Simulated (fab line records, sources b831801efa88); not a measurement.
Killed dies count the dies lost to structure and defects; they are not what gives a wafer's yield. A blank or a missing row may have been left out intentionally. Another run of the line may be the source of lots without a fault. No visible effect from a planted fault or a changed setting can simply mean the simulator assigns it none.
fab line records	flow sky130
record lots=5	wafers=15	last-day=49
route steps=708 shown PAD_OPEN@699
lots that met no fault: taken from a fault-free run of the same line
start-h: start of the lot's first displayed wafer, in hours after the record's first day	wait-h: hours elapsed since this lot's preceding step	" identical to the entry in the row above	L1.1+2: one row covering several wafers at once	- no value, or no start given	* or withheld: withheld	< > ~ a bound
route shown NAME@n: NAME is a module with steps in the file, n the number in the route of the first one	usual: mean/standard deviation of fault-free wafers	same: alike in all rows	chamber/n: place in a boat	sites: per-site readings	_std_site: standard deviation of those values	_edge_site: the outer-site mean with the inner-site mean subtracted	radius-mm: how far each site lies from the wafer's centre	mask NAME#n: copy n	behind: tool/chamber where the wafer was last shaped	hold: the reason the lot was held/the length of the hold in hours/how it ended	device: which transistor (n, p or np) failed to switch	end of line: the tests these same wafers got at the end of their route	step lacking rows: just its recipe	killed: dies lost to structure and defects at the first sort, not the wafer's yield	map: dies across one wafer; x = killed, . = not, _ = none there
set.NAME: the run value of the setting; set.NAME@STEP: its run value at that earlier step	model.NAME: the simulator's own value behind a step, which no gauge read
a table for each step, a row for each wafer; lots at some steps of the route
services: when a tool's chamber went out of use (start-h, in hours from the record's first day, below 0 if earlier), for how many hours, and the reason
## steps
# step SKY_PAD_OPEN_PEB_05
# recipe temp-c=115	time-s=withheld
lot.wafer	tool	chamber	start-h	wait-h
L083.1+2+3	litho-track-02	0	-	-
L085.1+3+5	litho-track-01	0	-	-
L086.2+5+6	litho-track-01	0	-	-
L088.1+2+4	litho-track-01	0	-	-
L092.1+2+3	litho-track-04	0	-	-
# step SKY_PAD_OPEN_DEVELOP_06
# recipe develop-time-s=60	dev-temp-c=23
lot.wafer	tool	chamber	start-h	wait-h
L083.1+2+3	litho-track-02	0	-	-
L085.1+3+5	litho-track-01	0	-	-
L086.2+5+6	litho-track-01	0	-	-
L088.1+2+4	litho-track-01	0	-	-
L092.1+2+3	litho-track-04	0	-	-
# step SKY_PAD_OPEN_ETCH_07
# recipe chemistry=CF4/O2	target-depth-nm=725	stop-on=AlCu	source-w=800	bias-w=150	pressure-mtorr=150	cf4-flow-sccm=80	O2_flow_sccm=10	time-s=161.1
# usual cf4-flow-sccm=80.00/0.25	chamber-pressure-mTorr=150.01/0.13	drypump-motor-current-A=5.5/0.4	oes-product-au=0.977/0.0074	throttle-valve-pct=5.965/0.0088
# same time-s=161.1
lot.wafer	tool	chamber	start-h	wait-h	cf4-flow-sccm	chamber-pressure-mTorr	drypump-motor-current-A	oes-product-au	rf-hours-counter-h	throttle-valve-pct
L083.1	rie-diel-01	2	1132.69	-	80.28	149.93	5.6	0.972	30	5.970
L083.2	"	3	"	"	80.00	149.89	5.3	0.967	19	5.961
L083.3	"	0	"	"	80.43	150.03	5.6	0.974	23	5.973
L085.1	rie-diel-04	2	1136.02	-	80.27	150.22	5.2	0.991	14	5.981
L085.3	"	1	"	"	79.91	149.78	5.8	0.976	18	5.967
L085.5	"	1	"	"	80.13	150.13	5.8	0.980	-	5.977
L086.2	rie-diel-03	1	1138.47	-	80.34	149.88	5.7	0.972	28	5.978
L086.5	"	0	"	"	80.07	150.01	6.3	0.972	-	5.976
L086.6	"	3	"	"	80.09	149.97	5.4	0.983	-	5.962
L088.1	rie-diel-03	2	1151.62	-	80.00	150.02	4.9	0.966	6	5.967
L088.2	"	1	"	"	79.96	150.16	5.6	0.968	28	5.949
L088.4	"	1	"	"	80.00	149.92	5.6	0.986	-	5.967
L092.1	rie-diel-03	2	1173.55	-	79.99	150.05	5.0	0.980	7	5.974
L092.2	"	3	"	"	79.32	150.19	5.5	0.979	11	5.962
L092.3	"	1	"	"	80.07	150.04	5.7	0.984	29	5.961
# step SKY_PAD_OPEN_STRIP_08
# recipe chemistry=O2/N2	power-w=1400	pressure-mtorr=1500	platen-temp-c=withheld	overash-fraction=0.7	o2-flow-sccm=3000	n2-flow-sccm=300
# usual chamber-pressure-mTorr=1500.0/2	drypump-motor-current-A=5.6/0.39	oes-product-au=0.663/0.0049	strip-time-to-endpoint-s=37.06/0.11
lot.wafer	tool	chamber	start-h	wait-h	chamber-pressure-mTorr	drypump-motor-current-A	oes-product-au	rf-hours-counter-h	strip-time-to-endpoint-s
L083.1	plasma-asher-01	1	1132.79	0.1	1498.5	5.7	0.666	95	37.29
L083.2	"	0	"	"	1500.0	5.3	0.666	95	37.42
L083.3	"	0	"	"	1500.6	5.3	0.665	-	37.25
L085.1	plasma-asher-04	1	1136.12	0.1	1499.8	5.0	0.668	35	37.09
L085.3	"	0	"	"	1499.9	6.3	0.666	-	37.17
L085.5	"	0	"	"	1499.7	6.3	0.657	-	37.16
L086.2	plasma-asher-01	1	1138.57	0.1	1499.7	5.7	0.661	96	37.20
L086.5	"	0	"	"	1500.2	5.4	0.676	-	37.18
L086.6	"	1	"	"	1499.0	5.7	0.662	-	37.20
L088.1	plasma-asher-02	0	1151.72	0.1	1500.7	5.7	0.662	76	37.16
L088.2	"	1	"	"	1499.4	5.4	0.661	76	37.00
L088.4	"	0	"	"	1500.6	5.7	0.671	-	37.07
L092.1	plasma-asher-01	0	1173.66	0.1	1501.1	5.4	0.660	99	37.23
L092.2	"	1	"	"	1501.9	5.7	0.666	99	37.27
L092.3	"	1	"	"	1501.4	5.7	0.658	-	37.21
# step SKY_PAD_OPEN_STRIP_09
# recipe chemistry=post-etch-residue-remover	time-s=1200	temp-c=72.5
# same time-s=1200
lot.wafer	tool	chamber	start-h	wait-h
L083.1+2+3	wet-bench-03	1	1132.89	0.1
L085.1+3+5	wet-bench-02	2	1136.22	0.1
L086.2+5+6	wet-bench-02	1	1138.67	0.1
L088.1+2+4	wet-bench-03	2	1151.82	0.1
L092.1+2+3	wet-bench-03	3	1173.78	0.1
# step SKY_PAD_OPEN_CLEAN_10
# recipe chemistry=IPA	time-s=180	temp-c=25
# same time-s=180
lot.wafer	tool	chamber	start-h	wait-h
L083.1+2+3	wet-bench-01	0	1133.33	0.1
L085.1+3+5	wet-bench-03	0	1136.65	0.1
L086.2+5+6	wet-bench-02	3	1139.05	0.0
L088.1+2+4	wet-bench-01	1	1152.20	0.0
L092.1+2+3	wet-bench-03	2	1174.15	0.0
# step SKY_PAD_OPEN_CLEAN_11
# recipe chemistry=O3/DIW	dry=n2-spin
lot.wafer	tool	chamber	start-h	wait-h
L083.1+2+3	wet-bench-02	3	1133.47	0.1
L085.1+3+5	wet-bench-01	1	1136.86	0.1
L086.2+5+6	wet-bench-02	0	1139.11	0.0
L088.1+2+4	wet-bench-02	2	1152.26	0.0
L092.1+2+3	wet-bench-03	3	1174.21	0.0
# step SKY_PAD_OPEN_ANNEAL_12
# recipe temp-c=400	time-s=withheld	ambient=N2/H2	idle-temp-c=300	ramp-up-c-per-min=8	ramp-down-c-per-min=4
# usual spike-tc-lower-C=400.2/1
lot.wafer	tool	chamber	start-h	wait-h	spike-tc-lower-C
L083.1	furnace-01	0	1133.57	0.0	397.7
L083.2	"	0	"	"	399.8
L083.3	"	0	"	"	400.1
L085.1	furnace-01	0	1136.95	0.0	399.7
L085.3	"	0	"	"	400.8
L085.5	"	0	"	"	400.3
L086.2	furnace-02	0	1139.21	0.0	400.0
L086.5	"	0	"	"	399.2
L086.6	"	0	"	"	400.2
L088.1	furnace-01	0	1152.35	0.0	399.2
L088.2	"	0	"	"	399.2
L088.4	"	0	"	"	399.4
L092.1	furnace-02	0	1174.31	0.0	399.7
L092.2	"	0	"	"	400.9
L092.3	"	0	"	"	399.5
# step SKY_PAD_OPEN_BOW_MEAS_13
# recipe mode=bow
# usual PAD_OPEN_BOW=45/8.6
lot.wafer	tool	chamber	start-h	wait-h	PAD_OPEN_BOW[um]
L083.1	film-metro-03	-	1135.07	-	25
L083.2	"	-	"	"	39
L083.3	"	-	"	"	44
L085.1	film-metro-02	-	1138.45	-	45
L085.3	"	-	"	"	48
L085.5	"	-	"	"	39
L086.2	film-metro-04	-	1140.73	-	45
L086.5	"	-	"	"	46
L086.6	"	-	"	"	39
L088.1	film-metro-04	-	1153.85	-	56
L088.2	"	-	"	"	40
L088.4	"	-	"	"	53
L092.1	film-metro-02	-	1175.81	-	43
L092.2	"	-	"	"	45
L092.3	"	-	"	"	50
# step SKY_PAD_OPEN_PROBE_99
# usual defect-limited-yield=82.4/1.8	killed_at_M0_to_M3=44/6.4	killed_at_M4_up=3.6/2.1	killed-at-contacts=23/5.1	killed-at-front-end=15/4.3	killed-at-other=0.3/0.56	killed-dies=86/9	killed-open=47/6.4	killed-short=39/5.8	sort_bin_3_pad_short=0.8/0.46	sort_bin_5_function=10.4/1.4	sort_bin_6_memory=6.4/1.1	sort-n-pass=406/9	sort-yield-pct=82.4/1.8
# same gross-dies=492	killed-at-back-side=0	sort_bin_4_leakage[%]=0	sort_bin_8_speed[%]=0
lot.wafer	tool	chamber	start-h	wait-h	defect-limited-yield[%]	killed_at_M0_to_M3	killed_at_M4_up	killed-at-contacts	killed-at-front-end	killed-at-other	killed-dies	killed-open	killed-short	sort_bin_3_pad_short[%]	sort_bin_5_function[%]	sort_bin_6_memory[%]	sort-n-pass	sort-yield-pct[%]
L088.1	prober-01	-	1153.97	0.1	82.9	47	4	20	12	1	84	52	32	0.4	10.8	5.9	408	82.9
L088.2	prober-01	-	1154.02	0.1	80.1	49	9	29	11	0	98	45	53	1.4	10.4	8.1	394	80.1
L088.4	prober-01	-	1154.12	0.2	82.9	41	3	26	14	0	84	42	42	0.8	10.4	5.9	408	82.9
# killed by level:class
L088.1 VIA1:geometric-particle:open=13 VIA3:geometric-particle:open=9 LI_CONTACT:geometric-particle:open=8 CONTACT:geometric-particle:open=8 METAL2:geometric-particle:short=7 FIELD_ISO:geometric-particle:short=5 VIA1:geometric-particle:short=5 FIELD_ISO:geometric-particle:open=3
L088.2 VIA1:geometric-particle:open=12 LI_CONTACT:geometric-particle:open=11 CONTACT:geometric-particle:open=9 VIA1:geometric-particle:short=9 METAL4:geometric-particle:short=9 METAL2:geometric-particle:short=8 VIA2:geometric-particle:short=4 CONTACT:geometric-particle:short=4
L088.4 CONTACT:geometric-particle:open=8 VIA3:geometric-particle:open=7 METAL2:geometric-particle:short=6 VIA1:geometric-particle:open=6 LI_CONTACT:geometric-particle:open=5 CONTACT:geometric-particle:short=5 POLY_GATE:geometric-particle:short=4 LI_CONTACT:geometric-particle:short=4
## services
tool	chamber	start-h	hours	kind
litho-track-02	-	1115.51	-	consumable-replace:filter
rie-diel-01	3	1133.53	5.4	repair
rie-diel-03	2	1141.40	4.9	repair
rie-diel-03	0	1151.49	-	clean
rie-diel-03	0	1151.49	-	consumable-replace:focus-ring
rie-diel-03	0	1151.49	29.6	scheduled-down
rie-diel-03	0	1151.49	29.6	vent-cycle
furnace-02	-	1162.55	3.5	pm
rie-diel-01	-	1166.84	2.8	pm
## key
fault none
